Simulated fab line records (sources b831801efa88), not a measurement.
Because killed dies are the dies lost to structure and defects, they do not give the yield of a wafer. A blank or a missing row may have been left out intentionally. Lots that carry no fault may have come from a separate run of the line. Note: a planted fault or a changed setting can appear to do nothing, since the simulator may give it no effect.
fab line records	flow sky130
[record] lots = 13	wafers = 39	last-day = 50
route steps=708 shown PWDE@55 NWELL@66 PAD_OPEN@708
lots untouched by any fault: they come from a run of this same line in which no faults occurred
start-h: start of the lot's first displayed wafer, in hours after the record's first day	wait-h: hours elapsed since this lot's preceding step	" repeats the value in the row above	L1.1+2: several wafers, shown together as one row	- no value, or no start given	* or withheld: withheld	< > ~ a bound
route shown NAME@n: a module of which the file shows steps, and the number in the route of the first	usual: mean/standard deviation taken from wafers without a fault	same: alike in all rows	chamber/n: place in a boat	sites: readings site by site	_std_site: their standard deviation	_edge_site: inner sites' mean taken away from outer sites' mean	radius-mm: how far each site lies from the wafer's centre	mask NAME#n: copy n	behind: the last tool/chamber to shape the wafer	hold: why the lot was held/for how many hours/how that ended	device: the transistor (n, p or np) that didn't switch	end of line: the route-end tests of the same wafers	for a step that has no rows: nothing shown but its recipe	killed: not the wafer's yield, but the dies lost to structure and defects at the first sort	map: shows each die of a wafer: x if killed, . if not, _ if none is there
set.NAME: setting as actually run; set.NAME@STEP: the setting as run at that earlier step	model.NAME: the simulator's own value behind a step, which no gauge read
a sample of lots followed through the steps of the route, with each step as a table and each wafer as a row
services: a tool's chamber out of use, with start hour (start-h, from the record's first day; less than 0 if before it), hours out, and reason
[[steps]]
[step SKY_PWDE_TW_MEAS_10]
[usual] PWDE_TW = 371.0/2.1
lot.wafer	tool	chamber	start-h	wait-h	PWDE_TW
L608.1	film-metro-03	-	75.13	0.1	368.3
L608.2	"	-	"	"	367.4
L608.6	"	-	"	"	366.9
L609.1	film-metro-03	-	79.08	0.1	367.3
L609.3	"	-	"	"	367.6
L609.6	"	-	"	"	367.5
L614.1	film-metro-01	-	111.43	0.1	372.4
L614.3	"	-	"	"	372.1
L614.5	"	-	"	"	372.1
L619.3	film-metro-03	-	139.55	0.1	368.2
L619.4	"	-	"	"	367.3
L619.6	"	-	"	"	366.5
L620.4	film-metro-03	-	144.16	0.1	368.2
L620.5	"	-	"	"	369.9
L620.6	"	-	"	"	369.8
L621.2	film-metro-04	-	148.19	0.1	372.4
L621.5	"	-	"	"	372.2
L621.6	"	-	"	"	372.6
L622.1	film-metro-04	-	152.38	0.1	373.2
L622.2	"	-	"	"	372.0
L622.3	"	-	"	"	373.0
L623.3	film-metro-03	-	158.45	0.1	367.1
L623.4	"	-	"	"	370.3
L623.6	"	-	"	"	368.3
L624.2	film-metro-04	-	163.54	0.1	371.5
L624.3	"	-	"	"	371.4
L624.5	"	-	"	"	375.8
L626.2	film-metro-04	-	175.82	0.1	372.9
L626.5	"	-	"	"	372.2
L626.6	"	-	"	"	371.1
L628.2	film-metro-01	-	186.89	0.1	370.1
L628.3	"	-	"	"	372.5
L628.6	"	-	"	"	370.0
L629.3	film-metro-03	-	193.91	0.1	369.2
L629.4	"	-	"	"	373.2
L629.5	"	-	"	"	370.4
L630.1	film-metro-01	-	196.67	0.1	371.6
L630.2	"	-	"	"	368.9
L630.4	"	-	"	"	370.6
[step SKY_NWELL_IMPLANT_13]
[recipe] species = P	energy-kev = 50	dose-cm2 = 7e+11	tilt-deg = withheld
[usual] beam-on-s = 9.97/0.22	end-station-pressure-torr = 4.96e-06/2.8e-07
lot.wafer	tool	chamber	start-h	wait-h	beam-on-s	end-station-pressure-torr
L608.1	implanter-04	0	94.63	0.1	9.79	4.66e-06
L608.2	"	0	"	"	9.94	4.97e-06
L608.6	"	0	"	"	10.11	4.88e-06
L608.1	implanter-04	0	94.94	0.3	10.04	4.74e-06
L608.2	"	0	"	"	10.05	4.77e-06
L608.6	"	0	"	"	10.11	4.93e-06
L609.1	implanter-02	0	99.28	0.1	9.65	5.27e-06
L609.3	"	0	"	"	9.56	4.91e-06
L609.6	"	0	"	"	10.12	4.66e-06
L609.1	implanter-02	0	99.59	0.3	9.64	4.74e-06
L609.3	"	0	"	"	9.56	4.88e-06
L609.6	"	0	"	"	10.20	5.33e-06
L614.1	implanter-02	0	133.00	0.1	9.95	5.28e-06
L614.3	"	0	"	"	9.86	5.31e-06
L614.5	"	0	"	"	10.03	4.99e-06
L619.3	implanter-03	0	162.28	0.1	10.05	4.8e-06
L619.4	"	0	"	"	9.82	5.24e-06
L619.6	"	0	"	"	9.91	5.27e-06
L619.3	implanter-03	0	162.59	0.3	9.96	4.72e-06
L619.4	"	0	"	"	10.32	5.06e-06
L619.6	"	0	"	"	9.54	4.84e-06
L620.4	implanter-04	0	166.68	0.1	10.05	5.09e-06
L620.5	"	0	"	"	10.09	4.54e-06
L620.6	"	0	"	"	9.98	5.49e-06
L621.2	implanter-04	0	170.74	0.1	10.34	4.83e-06
L621.5	"	0	"	"	10.57	5.03e-06
L621.6	"	0	"	"	10.06	4.94e-06
L622.1	implanter-02	0	174.53	0.1	10.04	4.46e-06
L622.2	"	0	"	"	9.76	4.89e-06
L622.3	"	0	"	"	10.03	4.59e-06
L623.3	implanter-04	0	181.73	0.1	10.20	5.08e-06
L623.4	"	0	"	"	9.61	4.66e-06
L623.6	"	0	"	"	9.91	5e-06
L624.2	implanter-02	0	187.28	0.1	10.06	5.11e-06
L624.3	"	0	"	"	10.38	4.46e-06
L624.5	"	0	"	"	9.81	5.25e-06
L626.2	implanter-03	0	199.23	0.1	10.07	4.59e-06
L626.5	"	0	"	"	10.17	5.3e-06
L626.6	"	0	"	"	9.77	5.08e-06
L628.2	implanter-03	0	210.95	0.1	10.27	5.19e-06
L628.3	"	0	"	"	10.24	5.31e-06
L628.6	"	0	"	"	9.79	4.72e-06
L629.3	implanter-03	0	217.72	0.1	10.31	4.79e-06
L629.4	"	0	"	"	9.92	4.77e-06
L629.5	"	0	"	"	9.73	4.62e-06
L630.1	implanter-03	0	219.87	0.1	10.18	4.77e-06
L630.2	"	0	"	"	10.04	4.52e-06
L630.4	"	0	"	"	10.04	5.4e-06
[step SKY_NWELL_RTA_28]
[recipe] temp-c = 1050	time-s = 30	idle-temp-c = 650	ramp-up-c-per-s = 150	ramp-down-c-per-s = 90	ambient = N2
[usual] lamp-power-pct = 25.31/0.054	wafer_temp_C_max = 1055.0/1
lot.wafer	tool	chamber	start-h	wait-h	lamp-power-pct	wafer_temp_C_max
L608.1	rtp-anneal-02	0	114.61	0.0	25.24	1053.8
L608.2	"	0	"	"	25.30	1054.5
L608.6	"	0	"	"	25.34	1055.8
L609.1	rtp-anneal-01	0	120.16	0.0	25.33	1053.7
L609.3	"	0	"	"	25.39	1053.6
L609.6	"	0	"	"	25.36	1055.7
L614.1	rtp-anneal-01	0	155.29	0.0	25.40	1054.2
L614.3	"	0	"	"	25.22	1054.4
L614.5	"	0	"	"	25.30	1052.8
L619.3	rtp-anneal-01	0	186.02	0.0	25.31	1054.2
L619.4	"	0	"	"	25.28	1054.6
L619.6	"	0	"	"	25.31	1056.1
L620.4	rtp-anneal-01	0	190.54	0.1	25.32	1054.7
L620.5	"	0	"	"	25.29	1053.0
L620.6	"	0	"	"	25.35	1055.0
L621.2	rtp-anneal-02	0	193.56	0.0	25.36	1055.1
L621.5	"	0	"	"	25.31	1057.0
L621.6	"	0	"	"	25.24	1054.1
L622.1	rtp-anneal-01	0	198.92	0.0	25.18	1055.2
L622.2	"	0	"	"	25.38	1056.8
L622.3	"	0	"	"	25.26	1055.2
L623.3	rtp-anneal-01	0	205.65	0.0	25.29	1056.3
L623.4	"	0	"	"	25.23	1058.8
L623.6	"	0	"	"	25.25	1054.8
L624.2	rtp-anneal-02	0	211.45	0.0	25.27	1056.0
L624.3	"	0	"	"	25.31	1055.0
L624.5	"	0	"	"	25.30	1054.4
L626.2	rtp-anneal-01	0	222.80	0.0	25.28	1055.3
L626.5	"	0	"	"	25.28	1055.4
L626.6	"	0	"	"	25.36	1055.4
L628.2	rtp-anneal-01	0	233.88	0.0	25.35	1055.2
L628.3	"	0	"	"	25.32	1053.9
L628.6	"	0	"	"	25.24	1053.5
L629.3	rtp-anneal-01	0	240.77	0.0	25.40	1053.9
L629.4	"	0	"	"	25.28	1054.5
L629.5	"	0	"	"	25.37	1054.7
L630.1	rtp-anneal-02	0	242.59	0.0	25.36	1054.1
L630.2	"	0	"	"	25.38	1054.3
L630.4	"	0	"	"	25.38	1056.6
[step SKY_NWELL_RS_MEAS_29]
[recipe] thk-meas-gauge = four-point-probe
[usual] NWELL_RS = 625.6/1.7
lot.wafer	tool	chamber	start-h	wait-h	NWELL_RS[ohm/sq]
L608.1	film-metro-04	-	114.71	0.1	607.4
L608.2	"	-	"	"	606.3
L608.6	"	-	"	"	607.4
L609.1	film-metro-04	-	120.26	0.1	608.3
L609.3	"	-	"	"	606.1
L609.6	"	-	"	"	606.8
L614.1	film-metro-04	-	155.39	0.1	626.0
L614.3	"	-	"	"	628.2
L614.5	"	-	"	"	626.6
L619.3	film-metro-04	-	186.13	0.1	608.0
L619.4	"	-	"	"	608.3
L619.6	"	-	"	"	606.7
L620.4	film-metro-04	-	190.65	0.1	624.8
L620.5	"	-	"	"	625.5
L620.6	"	-	"	"	624.6
L621.2	film-metro-01	-	193.66	0.1	624.4
L621.5	"	-	"	"	622.7
L621.6	"	-	"	"	624.1
L622.1	film-metro-04	-	199.02	0.1	627.5
L622.2	"	-	"	"	625.9
L622.3	"	-	"	"	625.4
L623.3	film-metro-04	-	205.75	0.1	626.9
L623.4	"	-	"	"	627.4
L623.6	"	-	"	"	628.1
L624.2	film-metro-04	-	211.56	0.1	627.3
L624.3	"	-	"	"	629.1
L624.5	"	-	"	"	629.1
L626.2	film-metro-04	-	222.91	0.1	628.1
L626.5	"	-	"	"	625.6
L626.6	"	-	"	"	627.0
L628.2	film-metro-03	-	233.98	0.1	624.3
L628.3	"	-	"	"	623.6
L628.6	"	-	"	"	623.4
L629.3	film-metro-03	-	240.87	0.1	627.2
L629.4	"	-	"	"	627.1
L629.5	"	-	"	"	626.8
L630.1	film-metro-03	-	242.69	0.1	626.9
L630.2	"	-	"	"	623.9
L630.4	"	-	"	"	624.8
[step SKY_NWELL_RS_MEAS_31]
[recipe] thk-meas-gauge = four-point-probe
[usual] PWDE_RS = 5280/16
lot.wafer	tool	chamber	start-h	wait-h	PWDE_RS[ohm/sq]
L608.1	film-metro-04	-	114.95	0.1	5313
L608.2	"	-	"	"	5300
L608.6	"	-	"	"	5309
L609.1	film-metro-04	-	120.50	0.1	5314
L609.3	"	-	"	"	5293
L609.6	"	-	"	"	5295
L614.1	film-metro-04	-	155.63	0.1	5289
L614.3	"	-	"	"	5283
L614.5	"	-	"	"	5277
L619.3	film-metro-04	-	186.37	0.1	5270
L619.4	"	-	"	"	5271
L619.6	"	-	"	"	5283
L620.4	film-metro-04	-	190.89	0.1	5286
L620.5	"	-	"	"	5285
L620.6	"	-	"	"	5289
L621.2	film-metro-01	-	193.90	0.1	5273
L621.5	"	-	"	"	5263
L621.6	"	-	"	"	5285
L622.1	film-metro-04	-	199.26	0.1	5283
L622.2	"	-	"	"	5267
L622.3	"	-	"	"	5262
L623.3	film-metro-04	-	205.99	0.1	5285
L623.4	"	-	"	"	5273
L623.6	"	-	"	"	5270
L624.2	film-metro-04	-	211.80	0.1	5271
L624.3	"	-	"	"	5283
L624.5	"	-	"	"	5276
L626.2	film-metro-04	-	223.15	0.1	5303
L626.5	"	-	"	"	5279
L626.6	"	-	"	"	5293
L628.2	film-metro-03	-	234.22	0.1	5298
L628.3	"	-	"	"	5277
L628.6	"	-	"	"	5272
L629.3	film-metro-03	-	241.11	0.1	5256
L629.4	"	-	"	"	5254
L629.5	"	-	"	"	5277
L630.1	film-metro-03	-	242.93	0.1	5251
L630.2	"	-	"	"	5262
L630.4	"	-	"	"	5246
[step SKY_PAD_OPEN_PROBE_99]
[usual] killed_at_M0_to_M3 = 42/6.7	killed_at_M4_up = 3.0/1.9	killed-at-contacts = 24/5.3	killed-at-front-end = 16/4.3	killed-at-other = 0.4/0.71	killed-dies = 85/9.6	killed-open = 46/6.5	killed-short = 39/6.7
[same] gross-dies = 492	killed-at-back-side = 0
lot.wafer	tool	chamber	start-h	wait-h	killed_at_M0_to_M3	killed_at_M4_up	killed-at-contacts	killed-at-front-end	killed-at-other	killed-dies	killed-open	killed-short
L609.1	prober-01	-	1106.04	0.1	40	5	25	11	1	82	44	38
L609.3	prober-01	-	1106.14	0.2	43	4	31	15	0	93	52	41
L609.6	prober-01	-	1106.29	0.2	41	5	28	18	1	93	39	54
L614.1	prober-02	-	1141.51	0.1	43	4	32	15	0	94	44	50
L614.3	prober-02	-	1141.61	0.2	44	3	22	7	0	76	41	35
L614.5	prober-02	-	1141.71	0.2	43	5	33	12	1	94	44	50
L619.3	prober-01	-	1162.91	0.2	44	7	29	20	0	100	58	42
L619.4	prober-01	-	1162.96	0.2	41	2	24	14	0	81	38	43
L619.6	prober-01	-	1163.06	0.2	49	5	23	10	0	87	41	46
L620.4	prober-02	-	1170.60	0.2	48	1	20	12	1	82	42	39
L620.5	prober-02	-	1170.65	0.2	35	8	19	19	1	82	47	34
L620.6	prober-02	-	1170.70	0.2	41	2	30	9	0	82	44	38
L622.1	prober-01	-	1176.67	0.1	50	3	26	14	0	93	59	34
L622.2	prober-01	-	1176.72	0.1	52	4	26	8	0	90	53	37
L622.3	prober-01	-	1176.77	0.2	41	4	29	13	0	87	43	43
L621.2	prober-02	-	1178.59	0.1	24	1	27	14	0	66	33	33
L621.5	prober-02	-	1178.74	0.2	43	2	20	11	0	76	41	35
L621.6	prober-02	-	1178.79	0.2	41	1	13	22	0	77	36	41
L623.3	prober-01	-	1178.64	0.2	30	0	18	19	0	67	39	28
L623.4	prober-01	-	1178.69	0.2	34	1	21	13	1	70	39	30
L623.6	prober-01	-	1178.79	0.2	38	3	32	13	1	87	49	38
L629.3	prober-01	-	1202.36	0.2	39	1	19	12	1	72	42	30
L629.4	prober-01	-	1202.41	0.2	49	7	19	14	0	89	50	39
L629.5	prober-01	-	1202.46	0.2	36	5	26	11	0	78	40	38
// killed by level:class
L609.1 LI_CONTACT:geometric-particle:open=8 VIA2:geometric-particle:open=8 VIA1:geometric-particle:open=7 VIA3:geometric-particle:open=6 CONTACT:geometric-particle:open=6 VIA1:geometric-particle:short=5 POLY_GATE:geometric-particle:open=5 METAL2:geometric-particle:short=5
L609.3 CONTACT:geometric-particle:open=12 VIA1:geometric-particle:open=11 LI_CONTACT:geometric-particle:open=10 VIA2:geometric-particle:open=7 VIA1:geometric-particle:short=6 FIELD_ISO:geometric-particle:short=5 CONTACT:geometric-particle:short=5 VIA3:geometric-particle:open=5
L609.6 VIA1:geometric-particle:open=10 CONTACT:geometric-particle:open=7 LOCAL_INTERCONNECT:geometric-particle:short=6 FIELD_ISO:geometric-particle:open=5 CONTACT:geometric-particle:short=5 LI_CONTACT:geometric-particle:open=5 VIA1:geometric-particle:short=5 METAL1:geometric-particle:short=5
L614.1 LI_CONTACT:geometric-particle:open=13 LOCAL_INTERCONNECT:geometric-particle:short=10 VIA2:geometric-particle:open=8 VIA1:geometric-particle:open=7 METAL1:geometric-particle:short=7 VIA2:geometric-particle:short=7 METAL2:geometric-particle:short=5 FIELD_ISO:geometric-particle:open=3
L614.3 CONTACT:geometric-particle:open=10 VIA3:geometric-particle:open=8 METAL1:geometric-particle:short=7 METAL2:geometric-particle:short=6 VIA1:geometric-particle:open=6 LI_CONTACT:geometric-particle:open=4 VIA1:geometric-particle:short=4 VIA2:geometric-particle:open=4
L614.5 VIA1:geometric-particle:open=10 LI_CONTACT:geometric-particle:short=9 CONTACT:geometric-particle:open=8 LI_CONTACT:geometric-particle:open=7 METAL1:geometric-particle:short=7 VIA1:geometric-particle:short=7 LOCAL_INTERCONNECT:geometric-particle:short=6 FIELD_ISO:geometric-particle:short=5
L619.3 LI_CONTACT:geometric-particle:open=11 VIA1:geometric-particle:open=10 CONTACT:geometric-particle:open=9 VIA3:geometric-particle:open=8 VIA1:geometric-particle:short=7 POLY_GATE:geometric-particle:short=6 CONTACT:geometric-particle:short=5 VIA2:geometric-particle:open=5
L619.4 VIA1:geometric-particle:open=11 LOCAL_INTERCONNECT:geometric-particle:short=7 METAL1:geometric-particle:short=6 CONTACT:geometric-particle:open=6 LI_CONTACT:geometric-particle:open=5 VIA2:geometric-particle:open=5 CONTACT:geometric-particle:short=4 VIA3:geometric-particle:open=4
L619.6 VIA1:geometric-particle:open=11 METAL1:geometric-particle:short=10 CONTACT:geometric-particle:open=8 CONTACT:geometric-particle:short=6 VIA1:geometric-particle:short=6 VIA2:geometric-particle:open=6 LI_CONTACT:geometric-particle:open=5 METAL2:geometric-particle:short=5
L620.4 CONTACT:geometric-particle:open=11 METAL1:geometric-particle:short=11 VIA2:geometric-particle:open=9 VIA1:geometric-particle:open=7 POLY_GATE:geometric-particle:short=5 VIA3:geometric-particle:open=5 VIA3:geometric-particle:short=4 VIA1:geometric-particle:short=4
L620.5 LI_CONTACT:geometric-particle:open=10 VIA2:geometric-particle:open=9 POLY_GATE:geometric-particle:short=7 METAL1:geometric-particle:short=6 VIA1:geometric-particle:open=6 FIELD_ISO:geometric-particle:open=5 CONTACT:geometric-particle:open=5 METAL3:geometric-particle:short=5
L620.6 CONTACT:geometric-particle:open=13 VIA1:geometric-particle:short=7 LI_CONTACT:geometric-particle:open=6 LOCAL_INTERCONNECT:geometric-particle:short=6 VIA1:geometric-particle:open=6 VIA2:geometric-particle:open=6 CONTACT:geometric-particle:short=4 METAL2:geometric-particle:short=4
L622.1 CONTACT:geometric-particle:open=16 VIA1:geometric-particle:short=11 VIA1:geometric-particle:open=9 VIA2:geometric-particle:open=7 POLY_GATE:geometric-particle:open=6 VIA3:geometric-particle:open=6 LI_CONTACT:geometric-particle:open=4 METAL2:geometric-particle:short=4
L622.2 VIA1:geometric-particle:open=14 LI_CONTACT:geometric-particle:open=9 CONTACT:geometric-particle:open=9 VIA3:geometric-particle:open=9 METAL1:geometric-particle:short=8 METAL2:geometric-particle:short=8 VIA3:geometric-particle:short=5 LOCAL_INTERCONNECT:geometric-particle:short=3
L622.3 CONTACT:geometric-particle:open=9 LI_CONTACT:geometric-particle:open=7 METAL1:geometric-particle:short=7 VIA3:geometric-particle:open=7 LOCAL_INTERCONNECT:geometric-particle:short=6 VIA1:geometric-particle:open=6 CONTACT:geometric-particle:short=5 VIA2:geometric-particle:open=5
L621.2 LI_CONTACT:geometric-particle:open=9 LOCAL_INTERCONNECT:geometric-particle:short=6 VIA1:geometric-particle:open=6 CONTACT:geometric-particle:open=5 VIA3:geometric-particle:open=5 POLY_GATE:geometric-particle:short=4 CONTACT:geometric-particle:short=4 METAL1:geometric-particle:short=3
L623.3 METAL1:geometric-particle:short=7 POLY_GATE:geometric-particle:open=6 LI_CONTACT:geometric-particle:open=6 CONTACT:geometric-particle:open=6 VIA1:geometric-particle:short=5 VIA2:geometric-particle:open=5 FIELD_ISO:geometric-particle:open=4 LOCAL_INTERCONNECT:geometric-particle:short=3
L623.4 VIA1:geometric-particle:open=9 CONTACT:geometric-particle:open=6 CONTACT:geometric-particle:short=6 VIA1:geometric-particle:short=6 FIELD_ISO:geometric-particle:open=5 LI_CONTACT:geometric-particle:open=5 FIELD_ISO:geometric-particle:short=4 POLY_GATE:geometric-particle:open=4
L621.5 VIA3:geometric-particle:open=8 LI_CONTACT:geometric-particle:open=6 VIA2:geometric-particle:open=6 VIA1:geometric-particle:open=5 VIA2:geometric-particle:short=5 POLY_GATE:geometric-particle:short=4 CONTACT:geometric-particle:short=4 METAL1:geometric-particle:short=4
L621.6 POLY_GATE:geometric-particle:short=8 VIA1:geometric-particle:open=8 METAL1:geometric-particle:short=8 METAL2:geometric-particle:short=6 VIA2:geometric-particle:open=6 LI_CONTACT:geometric-particle:open=5 CONTACT:geometric-particle:open=4 FIELD_ISO:geometric-particle:open=3
L623.6 LI_CONTACT:geometric-particle:open=12 VIA1:geometric-particle:open=10 CONTACT:geometric-particle:open=8 VIA2:geometric-particle:open=7 LOCAL_INTERCONNECT:geometric-particle:short=6 METAL1:geometric-particle:short=5 POLY_GATE:geometric-particle:open=4 VIA1:geometric-particle:short=4
L629.3 VIA1:geometric-particle:open=9 VIA3:geometric-particle:open=8 VIA2:geometric-particle:open=7 FIELD_ISO:geometric-particle:short=6 CONTACT:geometric-particle:open=6 LOCAL_INTERCONNECT:geometric-particle:short=4 VIA1:geometric-particle:short=4 LI_CONTACT:geometric-particle:short=3
L629.4 VIA3:geometric-particle:open=10 VIA1:geometric-particle:open=9 CONTACT:geometric-particle:open=8 METAL3:geometric-particle:short=7 VIA3:geometric-particle:short=7 VIA2:geometric-particle:open=5 SPACER:geometric-particle:short=4 SPACER:geometric-particle:open=3
L629.5 VIA1:geometric-particle:open=12 CONTACT:geometric-particle:open=9 LI_CONTACT:geometric-particle:short=7 METAL1:geometric-particle:short=5 CONTACT:geometric-particle:short=4 VIA2:geometric-particle:short=4 VIA2:geometric-particle:open=3 LI_CONTACT:geometric-particle:open=3
[[services]]
tool	chamber	start-h	hours	kind
implanter-03	-	85.33	2.0	repair
implanter-04	-	95.43	1.0	repair
implanter-02	-	101.68	8.7	pm
implanter-02	-	154.64	10.0	repair
implanter-04	-	161.36	1.5	repair
rtp-anneal-01	-	165.27	5.5	pm
implanter-03	-	166.54	4.1	repair
implanter-03	-	190.70	1.8	repair
implanter-04	-	193.44	9.9	repair
implanter-02	-	216.30	6.4	pm
implanter-02	-	222.71	24.0	pm
[[key]]
[first-sign] step = SKY_NWELL_IMPLANT_13	reading = visit	direction = added
[effect] step = SKY_NWELL_RS_MEAS_29	reading = NWELL_RS	direction = down	sigmas = 11	usual = 625.6	struck = 607.3
met-at SKY_NWELL_IMPLANT_13
struck-lots L608,L609,L619
tester-left-out L608,L609,L619
not-acting-at SKY_PWDE_TW_MEAS_10,SKY_NWELL_RTA_28,SKY_NWELL_RS_MEAS_31
[fault] kind = repeated-step-whole	tool = implanter-02,implanter-03,implanter-04	chamber = -	onset-h = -	steps = SKY_NWELL_IMPLANT_13	times = 1	scope = struck-lots-only
// tester-left-out: of these lots the tester's yield and bins aren't shown, on N5 and GAA mostly nor the transistor test; their killed dies are dies lost to structure and defects alone, not to doping, threshold or leakage, so they don't give the yield
